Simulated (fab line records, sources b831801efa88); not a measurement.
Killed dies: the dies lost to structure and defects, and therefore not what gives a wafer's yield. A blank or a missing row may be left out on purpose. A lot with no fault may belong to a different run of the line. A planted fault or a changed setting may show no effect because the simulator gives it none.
What tool caused it?	flow gf180mcu	45 wafers from 15 lots sampled at 4 of the route's 602 steps

WHAT THE GAUGES SHOWED, per wafer
GF_NSD_TW_MEAS_12. Usual: NSD_TW gives 4237 (standard deviation 30).
lot	measured	on	NSD_TW	flag
L436	day 13 16:53	filmMetro-01	4159 4149 4179	
L437	day 14 01:23	filmMetro-02	4264 4263 4263	
L438	day 14 04:34	filmMetro-02	4280 4288 4299	
L439	day 14 15:11	filmMetro-01	4216 4227 4254	
L440	day 14 22:07	filmMetro-04	4250 4263 4263	
L441	day 15 05:59	filmMetro-02	4227 4247 4253	
L442	day 15 11:47	filmMetro-01	4266 4240 4226	
L444	day 16 08:06	filmMetro-01	4213 4191 4214	
L445	day 16 14:01	filmMetro-04	4248 4248 4250	
L447	day 17 06:22	filmMetro-02	4291 4297 4312	
L458	day 20 20:16	filmMetro-02	4227 4243 4240	
L459	day 21 06:07	filmMetro-04	4267 4243 4236	

WHAT TOOL EACH LOT RAN ON (gives the tool, then ch and the chambers of the sampled wafers, and finally the start)
lot	GF_VT_IMPLANT_STRIP_42	GF_HV_LDD_DEVELOP_45	GF_HV_LDD_RTA_52
L436	plasmaAsher-01 ch 0,1, day 7 13:32	lithoTrack-03 ch 0, day 12 16:21	rtpAnneal-02 ch 0, day 12 17:01
L437	plasmaAsher-02 ch 0,1, day 7 21:22	lithoTrack-02 ch 0, day 13 01:25	rtpAnneal-01 ch 0, day 13 02:05
L438	plasmaAsher-02 ch 0,1, day 8 04:53	lithoTrack-01 ch 0, day 13 04:16	rtpAnneal-01 ch 0, day 13 04:56
L439	plasmaAsher-02 ch 0,1, day 8 08:04	lithoTrack-01 ch 0, day 13 14:36	rtpAnneal-01 ch 0, day 13 15:16
L440	plasmaAsher-04 ch 0,1, day 8 16:21	lithoTrack-02 ch 0, day 13 21:20	rtpAnneal-02 ch 0, day 13 21:59
L441	plasmaAsher-04 ch 0,1, day 8 21:22	lithoTrack-03 ch 0, day 14 05:20	rtpAnneal-02 ch 0, day 14 05:58
L442	plasmaAsher-04 ch 0,1, day 9 02:52	lithoTrack-03 ch 0, day 14 09:26	rtpAnneal-02 ch 0, day 14 10:04
L444	plasmaAsher-02 ch 0,1, day 9 20:57	lithoTrack-02 ch 0, day 15 05:34	rtpAnneal-02 ch 0, day 15 06:12
L445	plasmaAsher-02 ch 0,1, day 10 00:25	lithoTrack-03 ch 0, day 15 12:02	rtpAnneal-01 ch 0, day 15 12:41
L447	plasmaAsher-02 ch 0,1, day 10 16:24	lithoTrack-02 ch 0, day 16 03:37	rtpAnneal-01 ch 0, day 16 04:17
L448	plasmaAsher-01 ch 0,1, day 10 20:33	lithoTrack-02, day 16 08:40	rtpAnneal-02 ch 0, day 16 09:20
L449	plasmaAsher-04 ch 0,1, day 11 03:10	lithoTrack-01, day 16 19:03	rtpAnneal-02 ch 0, day 16 19:42
L450	plasmaAsher-01 ch 0,1, day 11 11:57	lithoTrack-02, day 17 01:43	rtpAnneal-02 ch 0, day 17 02:21
L458	plasmaAsher-01 ch 0,1, day 13 17:19	lithoTrack-01 ch 0, day 19 16:31	rtpAnneal-01 ch 0, day 19 17:11
L459	plasmaAsher-02 ch 0,1, day 13 23:55	lithoTrack-01 ch 0, day 20 02:49	rtpAnneal-01 ch 0, day 20 03:29
- GF_VT_IMPLANT_STRIP_42: strips in O2/N2.
- GF_HV_LDD_DEVELOP_45: develop time 60 s.
- GF_HV_LDD_RTA_52: time 10 s.

AS READ BY THE TOOLS THEMSELVES (means over the sampled wafers that have a number; for cases with no such wafer, the mark the record gives instead)
GF_VT_IMPLANT_STRIP_42. Usual: drypumpMotorCurrentA 6.0 A, standard deviation 0.62; heaterPowerW 334 W, standard deviation 43; oesProductAu 0.716 a.u., standard deviation 0.0041; platenTempC 249.98 C, standard deviation 0.2; stripTimeToEndpointS 12.66 s, standard deviation 0.03.
lot	tool	drypumpMotorCurrentA (A)	heaterPowerW (W)	oesProductAu (a.u.)	platenTempC (C)	stripTimeToEndpointS (s)	flag
L436	plasmaAsher-01	6.1	337	0.714	249.94	12.65	
L437	plasmaAsher-02	5.4	360	0.719	250.02	12.65	
L438	plasmaAsher-02	5.8	368	0.717	250.17	12.64	
L439	plasmaAsher-02	5.9	368	0.710	250.14	12.64	
L440	plasmaAsher-04	5.8	319	0.718	250.05	12.64	
L441	plasmaAsher-04	6.2	335	0.716	249.98	12.68	
L442	plasmaAsher-04	5.8	323	0.708	249.98	12.66	
L444	plasmaAsher-02	5.5	365	0.714	250.00	12.62	
L445	plasmaAsher-02	5.5	361	0.722	249.91	12.67	
L447	plasmaAsher-02	5.8	365	0.715	250.06	12.61	
L448	plasmaAsher-01	6.3	295	0.717	250.06	12.63	
L449	plasmaAsher-04	6.2	327	0.717	249.89	12.64	
L450	plasmaAsher-01	6.3	292	0.714	250.06	12.67	
L458	plasmaAsher-01	6.1	332	0.718	249.80	12.68	
L459	plasmaAsher-02	5.5	359	0.714	249.86	12.71	

GF_HV_LDD_DEVELOP_45. Usual: 23.00 C for chillPlateTempC, sd 0.09.
lot	tool	chillPlateTempC (C)	flag
L436	lithoTrack-03	23.01	
L437	lithoTrack-02	23.05	
L438	lithoTrack-01	23.01	
L439	lithoTrack-01	22.94	
L440	lithoTrack-02	22.91	
L441	lithoTrack-03	22.97	
L442	lithoTrack-03	23.09	
L444	lithoTrack-02	23.01	
L445	lithoTrack-03	23.01	
L447	lithoTrack-02	23.06	
L448	lithoTrack-02	-	OFF
L449	lithoTrack-01	-	OFF
L450	lithoTrack-02	-	OFF
L458	lithoTrack-01	23.01	
L459	lithoTrack-01	23.07	

GF_HV_LDD_RTA_52. Usual: chamberO2Ppm 1.996, standard deviation 0.02; lampPowerPct 34.6 %, standard deviation 0.97; wafer_temp_C_max 1006.4, standard deviation 1.5.
lot	tool	chamberO2Ppm	lampPowerPct (%)	wafer_temp_C_max	flag
L436	rtpAnneal-02	2.009	33.6	1006.4	
L437	rtpAnneal-01	1.983	35.5	1005.4	
L438	rtpAnneal-01	1.997	35.5	1005.3	
L439	rtpAnneal-01	2.010	35.5	1005.0	
L440	rtpAnneal-02	2.010	33.6	1007.7	
L441	rtpAnneal-02	2.007	33.6	1008.7	
L442	rtpAnneal-02	1.990	33.6	1008.5	
L444	rtpAnneal-02	1.999	33.6	1007.1	
L445	rtpAnneal-01	2.004	35.5	1004.7	
L447	rtpAnneal-01	1.998	35.5	1005.2	
L448	rtpAnneal-02	2.000	33.6	1009.1	
L449	rtpAnneal-02	2.002	33.6	1006.2	
L450	rtpAnneal-02	1.999	33.6	1007.2	
L458	rtpAnneal-01	1.977	35.6	1005.8	
L459	rtpAnneal-01	2.020	35.5	1005.9	

THE ANSWER, worked out from the rows above alone
Rule: take the mean of a lot's wafers that have a number; if it is more than 3 standard deviations from the usual mean, the lot is off. Also off: a lot with no number at a reading for which 4 or more lots have one. The other lots that the step has rows for count as sound. Order of review: gauges by route order, followed by the tools' own readings, for which a lot's mean as printed above is used. The first step at which some lot is off is used, and at that step the reading that is off furthest; a lot without a number counts as furthest.
Off, at GF_HV_LDD_DEVELOP_45 on chillPlateTempC: L448, L449, L450. Without a number there: L448, L449, L450.
A tool fits if, at that step or a process step before it, it ran every lot that is off, and no sound lot after the first of them. No candidate that was tried fits.

WHAT WAS PUT IN BY THE SIMULATOR
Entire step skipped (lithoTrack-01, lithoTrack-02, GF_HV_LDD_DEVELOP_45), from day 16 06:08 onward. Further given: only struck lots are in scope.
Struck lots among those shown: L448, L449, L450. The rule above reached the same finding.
